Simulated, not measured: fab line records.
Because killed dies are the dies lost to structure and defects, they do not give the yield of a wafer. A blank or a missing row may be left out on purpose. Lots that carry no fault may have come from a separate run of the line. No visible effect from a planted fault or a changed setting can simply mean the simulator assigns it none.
Matching of chambers	flow sky130	SKY_CONTACT_ETCH_17 on rie diel-02: 4 sister chambers
The step etches SiO2 in C4F8/O2/Ar, stops on Si3N4, target depth 340 nm. 4 wafers are shown with their chamber, then 10 later ones without.

## WAFERS WITH THEIR CHAMBER
wafer	chamber	bias w (W)
L084.4	3	1195
L084.6	0	1201
L085.1	1	1199
L085.2	2	1202

## WAFERS WITH NO CHAMBER GIVEN
wafer	bias w (W)
L085.6	1203
L088.3	1199
L088.4	1199
L088.6	1197
L091.1	1197
L091.2	1196
L091.4	1193
L093.2	1199
L093.3	1195
L093.5	1200

## WHICH CHAMBER EACH ONE RAN IN
wafer	from the rows above	in truth
L085.6	can't be placed: 2 or 0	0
L088.3	can't be placed: 1 or 0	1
L088.4	can't be placed: 1 or 0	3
L088.6	can't be placed: 1 or 3 or 0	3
L091.1	can't be placed: 1 or 3 or 0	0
L091.2	can't be placed: 3 or 1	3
L091.4	3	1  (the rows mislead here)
L093.2	can't be placed: 1 or 0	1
L093.3	3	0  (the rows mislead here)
L093.5	can't be placed: 0 or 1 or 2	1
Placed correctly: 0 of 10. From these rows, 8 cannot be placed; in 7 the true chamber is one of the candidates. Number placed wrongly: 2.
How it was worked out, from the rows above alone: a wafer's distance from a chamber is the root of the sum, over the readings, of the square of ((its reading less the chamber's mean) divided by the reading's scatter). If the next closest chamber is less than 2 further off than the closest, the wafer can't be placed; otherwise it belongs to the closest. The mean given for a chamber averages the wafers shown for that chamber. The scatter: root of mean squared gap, hidden wafer to nearest shown wafer, with one shown wafer a chamber.
